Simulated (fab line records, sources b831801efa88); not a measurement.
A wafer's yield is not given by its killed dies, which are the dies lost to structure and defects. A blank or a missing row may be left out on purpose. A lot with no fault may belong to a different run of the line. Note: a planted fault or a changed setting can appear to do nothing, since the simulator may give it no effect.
Struck lot and sound lot, side by side | flow sky130 | 18 steps out of a route of 708
Sound: these wafers, L569.1, L569.2, L569.6. The struck wafers were L574.4, L574.5, L574.6. Last of all comes the cause.
Each step with rows lists, per side, the tool, then ch with its chambers, then its first start. Under that, the readings that differ: sound wafers | struck wafers | difference of the means | sigmas: that difference in standard deviations of wafers without a fault.
alike: words and numbers the same on both sides, and readings whose means are apart by under 2 such deviations; not compared: readings that were withheld, readings missing a value for some wafer, numbers with overlapping values and no deviation given by the record, and bounds like >300 which may hide the same value.
A row with sigmas, a row that says differs or no value, or rows on one side alone: a step with any of these is where the two part. Numbers that don't overlap but have no deviation are shown without sigmas and don't part them. A reading that every wafer of one side lacks parts them only if that side has two wafers or more.

first, 2 steps without rows for these wafers: SKY_NWELL_PEB_08; SKY_NWELL_DEVELOP_09 (develop time 60 s).
SKY_NWELL_OVL_MEAS_10:
  sound on overlay-02, day 4 18:57; struck on overlay-01, day 5 23:01
  alike: NWELL_00_OVL
then, 3 steps without rows for these wafers: SKY_NWELL_IMPLANT_11; SKY_NWELL_IMPLANT_12; SKY_NWELL_IMPLANT_13.
SKY_NWELL_STRIP_14: strips in O2/N2.
  sound on plasma_asher-01 ch 0,1, day 4 19:26; struck on plasma_asher-02 ch 0,1, day 5 23:31
  alike: drypump_motor_current_A, oes_product_au, strip_time_to_endpoint_s
  not compared: rf_hours_counter_h
SKY_NWELL_TW_MEAS_15:
  sound on film_metro-01, day 4 19:32; struck on film_metro-03, day 5 23:37
  alike: NWELL_TW
then, 4 steps without rows for these wafers: SKY_NWELL_DEHYDRATE_16 (time 60 s); SKY_NWELL_HMDS_17 (prime time 60 s); SKY_NWELL_COAT_18 (resist thk 3000 nm); SKY_NWELL_SOFTBAKE_19.
SKY_NWELL_EXPOSE_20: exposes mask NWM COMPLEMENT, target cd 840 nm.
  sound on iline_stepper-01 ch 0, day 5 04:09; struck on iline_stepper-02 ch 0, day 6 08:34
  reading                       | sound                   | struck            | difference | sigmas
  model.NWELL.overlay_x_nm (nm) | -0.1985 -0.1985 -0.1985 | 170.3 170.3 170.3 | +170.5     |
  alike: mask
then, 2 steps without rows for these wafers: SKY_NWELL_PEB_21; SKY_NWELL_DEVELOP_22 (develop time 60 s).
SKY_NWELL_OVL_MEAS_23:
  sound on overlay-02, day 5 12:59; struck on overlay-01, day 6 17:34
  reading           | sound       | struck            | difference | sigmas
  NWELL_01_OVL (nm) | 1.1 1.9 0.6 | 170.4 171.8 174.3 | +171.0     | +99 or more
next, for these wafers, 1 step has no rows: SKY_NWELL_IMPLANT_24.
-- the record jumps here: 41 days lie between the struck wafers' starts before and after (it left off in module NWELL and takes up again in module PAD_OPEN, whose first step shown is number 708 of the route) --
SKY_PAD_OPEN_PROBE_99:
  sound on prober-02, day 45 21:55; struck on prober-01, day 47 09:49
  reading                          | sound                         | struck                        | difference | sigmas
  model.etest.pfet_16v.r_on_ohm_um | 1.528e+04 1.52e+04 1.489e+04  | 1.969e+04 1.948e+04 1.955e+04 | +4.450e+03 |
  model.etest.nfet_16v.r_on_ohm_um | 1.419e+04 1.406e+04 1.413e+04 | 1.721e+04 1.698e+04 1.688e+04 | +2.897e+03 |
  model.etest.pfet_16v.drive_ua_um | 246.2 249.3 249.8             | 175.4 177.2 175.5             | -72.4      |
  model.etest.nfet_16v.drive_ua_um | 219.8 220.4 218.3             | 198.1 197.2 200.2             | -21.0      |
  alike: killed_at_M0_to_M3, killed_at_M4_up, killed_at_contacts, killed_at_front_end, killed_at_other, killed_dies, killed_open, killed_short
  not compared: model.etest.sram_pfet_latch.drive_ua_um, model.etest.sram_pfet_latch.vt_sat_v, model.etest.sram_pfet_latch.vt_v

## WHERE THEY PART
At SKY_NWELL_OVL_MEAS_23 and nowhere else, as far as this record goes. Later steps at which nothing parts them and some readings are alike: SKY_PAD_OPEN_PROBE_99.

WHY: what the simulator had put in
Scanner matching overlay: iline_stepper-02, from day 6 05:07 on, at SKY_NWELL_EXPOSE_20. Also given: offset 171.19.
